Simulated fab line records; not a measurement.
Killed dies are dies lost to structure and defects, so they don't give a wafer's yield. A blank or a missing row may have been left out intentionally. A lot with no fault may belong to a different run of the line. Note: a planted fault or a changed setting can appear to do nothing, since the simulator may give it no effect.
Problem report in the 8D (eight disciplines) form, filled by code || flow gf180mcu || the parts of the form that need people (team, actions taken, sign-off) are left out

== 1. WHAT WENT WRONG ==
Mean HV_LDD_4_TW at GF_HV_LDD_TW_MEAS_50: 509 over 6 wafers in 2 lots; fault-free wafers: 571, standard deviation 5.6. That puts it -11 standard deviations away from the usual mean.
The first sign was on wafer L727.3 at day 13 21:55, on film-metro-04. The record has a number at this step for 39 wafers belonging to 13 lots. Rule for "out", or "out of limits": more than 4 standard deviations from the usual mean. All remaining wafers that have a number are taken as sound.

== 2. WHAT IT IS; WHAT IT IS NOT ==
{"question": "which readings at this step", "is": "HV_LDD_4_TW", "is not": "-"}
{"question": "which lots", "is": "L727, L731", "is not": "L723, L725, L726, L729, L735, L737, L739, L740, L742, L743, L745"}
{"question": "which wafers of those lots", "is": "all that have a number", "is not": "-"}
{"question": "read on which gauges", "is": "film-metro-01, film-metro-04", "is not": "film-metro-03"}
{"question": "when", "is": "from day 13 21:55", "is not": "up to then (9 sound wafers); but 24 sound wafers of L729, L735, L737, L739, L740, L742, L743, L745 came after"}

== 3. WHAT RULES OUT EACH SUSPECT ==
Counting: any tool at a process step up to the reading is kept as a suspect provided that every lot that is out went through it and no sound lot did after the first of them.
- the gauge at GF_HV_LDD_TW_MEAS_50 has been ruled out. Those wafers that are out were read across 2 gauges (film-metro-01, film-metro-04).
- plasma-asher-01 at GF_DUAL_GATE_STRIP_13 (strips in O2/N2): ruled out as a lasting fault. The sound lots L729, L740, L743 went through it after L727, its earliest lot that is out (day 9 15:43).
- implanter-02 at GF_HV_LDD_IMPLANT_48: ruled out as a lasting fault. The sound lots L742, L745 went through it after L727, its earliest lot that is out (day 13 21:42).
Left after counting: nothing in the record.

== 4. THE CAUSE (what the simulator had put in) ==
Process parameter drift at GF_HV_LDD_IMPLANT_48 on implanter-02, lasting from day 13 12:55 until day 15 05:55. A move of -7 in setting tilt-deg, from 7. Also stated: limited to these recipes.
It was ruled out by counting, in error; the rule expects a fault to strike all lots run on its tool from its start on, and this fault did not.

== 5. THE CHAIN OF EFFECTS, in route order ==
Rows list readings where the struck wafers' mean (over those with a number) sits beyond 3 standard deviations from the usual. Readings are gone through only where the record gives a usual standard deviation; hours: the median, over the lots, of the time from a lot's start at the first step in this table giving one to that lot's start at this step; sigmas: the change measured in usual standard deviations.
{"hours": 0, "step": "GF_HV_LDD_IMPLANT_48", "reading": "tilt-deg", "usual": "7.002 degrees", "on struck wafers": -0.009, "change": -7.011, "sigmas": "-99 or more"}
{"hours": 0, "step": "GF_HV_LDD_TW_MEAS_50", "reading": "HV_LDD_4_TW", "usual": 571, "on struck wafers": 509, "change": -62, "sigmas": -11}
Process steps it contains:
- GF_HV_LDD_IMPLANT_48
Later steps that measure or inspect, where all struck wafers having a row at the step show a number for every such reading and not one has moved that far: GF_PSD_OVL_MEAS_08.

== 6. HOW IT WOULD HAVE BEEN CAUGHT EARLIER ==
Counted from the fault's start at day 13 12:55, it took 9 hours until the first out-of-limits reading at a measuring or inspecting step in this record, taken at day 13 21:55.
Tool's own readings at GF_HV_LDD_IMPLANT_48, tilt-deg: out on all struck wafers the step has rows for; an alarm limit on them would have tripped on the first.
